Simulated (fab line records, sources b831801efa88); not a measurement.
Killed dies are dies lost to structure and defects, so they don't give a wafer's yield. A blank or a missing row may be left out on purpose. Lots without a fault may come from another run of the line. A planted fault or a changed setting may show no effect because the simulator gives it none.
Split-lot experiment | flow sky130 | 5 lots, 23 wafers read, on a route of 708 steps

THE SPLIT
At SKY_VIA3_COAT_06 (resist thk 60 nm), the setting resist_thk_nm was moved away from the recipe's 60 nm on 10 of the 23 wafers read, by -5.4% to +4.4%. The other wafers ran this setting at the recipe's value.

The file shows no step between the split and the reading.

THE READING
oes_product_au, in a.u., at SKY_VIA3_ETCH_14 (etches BARC in N2/H2, stops on SiO2, time 45.9 s, target depth 60 nm). Fault-free wafers of this fab line usually give 0.854 a.u., standard deviation 0.0047 a.u..

wafer  | tool, chamber at the split | resist_thk_nm as run, nm | against the recipe | oes_product_au, a.u. | against lot-mates on the recipe
L075.1 | litho_track-03, 0          | 60                       | recipe             | 0.853                | -
L075.2 | litho_track-03, 0          | 62.21                    | +3.7%              | 0.867                | +0.013
L075.4 | litho_track-03, 0          | 62.21                    | +3.7%              | 0.868                | +0.014
L075.5 | litho_track-03, 0          | 62.21                    | +3.7%              | 0.874                | +0.020
L075.6 | litho_track-03, 0          | 60                       | recipe             | 0.855                | -
L076.2 | litho_track-03, 0          | 60                       | recipe             | 0.855                | -
L076.5 | litho_track-03, 0          | 60                       | recipe             | 0.857                | -
L076.6 | litho_track-03, 0          | 60                       | recipe             | 0.854                | -
L081.1 | litho_track-03, 0          | 60                       | recipe             | 0.862                | -
L081.2 | litho_track-03, 0          | 60                       | recipe             | 0.859                | -
L081.3 | litho_track-03, 0          | 60                       | recipe             | 0.854                | -
L081.4 | litho_track-03, 0          | 62.63                    | +4.4%              | 0.874                | +0.016
L081.5 | litho_track-03, 0          | 62.63                    | +4.4%              | 0.876                | +0.018
L083.1 | litho_track-03, 0          | 56.77                    | -5.4%              | 0.828                | -0.022
L083.2 | litho_track-03, 0          | 60                       | recipe             | 0.852                | -
L083.3 | litho_track-03, 0          | 56.77                    | -5.4%              | 0.836                | -0.014
L083.4 | litho_track-03, 0          | 60                       | recipe             | 0.844                | -
L083.6 | litho_track-03, 0          | 60                       | recipe             | 0.854                | -
L085.1 | litho_track-02, 0          | 57.25                    | -4.6%              | 0.831                | -0.021
L085.3 | litho_track-02, 0          | 57.25                    | -4.6%              | 0.825                | -0.027
L085.4 | litho_track-02, 0          | 60                       | recipe             | 0.851                | -
L085.5 | litho_track-02, 0          | 57.25                    | -4.6%              | 0.833                | -0.019
L085.6 | litho_track-02, 0          | 60                       | recipe             | 0.853                | -

THE FIT
A straight line over all 23 wafers: oes_product_au changes by +0.00464 a.u. for each +1% of resist_thk_nm; r = +0.96; the points scatter about the line by 0.0042 a.u..
The same after taking each lot's own level away (the mean of its wafers on the recipe; 23 wafers): +0.00409 a.u. for each +1%; r = +0.96; scatter 0.0036 a.u..
On that fit, the largest move of resist_thk_nm shifts the reading by 0.022 a.u..
The lots' own levels span 0.8500 to 0.8583 a.u., that is 1.8 times the standard deviation above.
So the lot-to-lot level changes the slope: the two fits differ.
Check: with one of the wafers moved furthest among these (-5.4%) left out of the fit, the line predicts -0.0222 a.u. for it against its lot-mates. It came out at -0.022 a.u. against them.

OTHER SPLITS ON THESE WAFERS
These wafers also went through other splits before the reading. Each is held against what the fit with the lots' levels taken away leaves over:
other split on the same wafers   | wafers away from the commonest value | r with oes_product_au (lot level and that fit taken away)
SKY_METAL2_COAT_10 spin_rpm      | 8                                    | +0.01
SKY_METAL2_DEVELOP_14 dev_temp_c | 10                                   | -0.35
SKY_VIA2_EXPOSE_09 dose_mj       | 5                                    | +0.19
SKY_VIA2_ETCH_14 source_w        | 12                                   | -0.20
SKY_METAL3_SPUTTER_00 power_w    | 8                                    | -0.09
SKY_CAPM_SPUTTER_02 time_s       | 10                                   | -0.01
SKY_CAPM_METAL_ETCH_13 bias_w    | 9                                    | +0.17
SKY_METAL3_EXPOSE_10 dose_mj     | 10                                   | -0.28

THE FILE'S OWN FIT
oes_product_au changes by +0.00394 a.u. for each +1% of resist_thk_nm, r = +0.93.
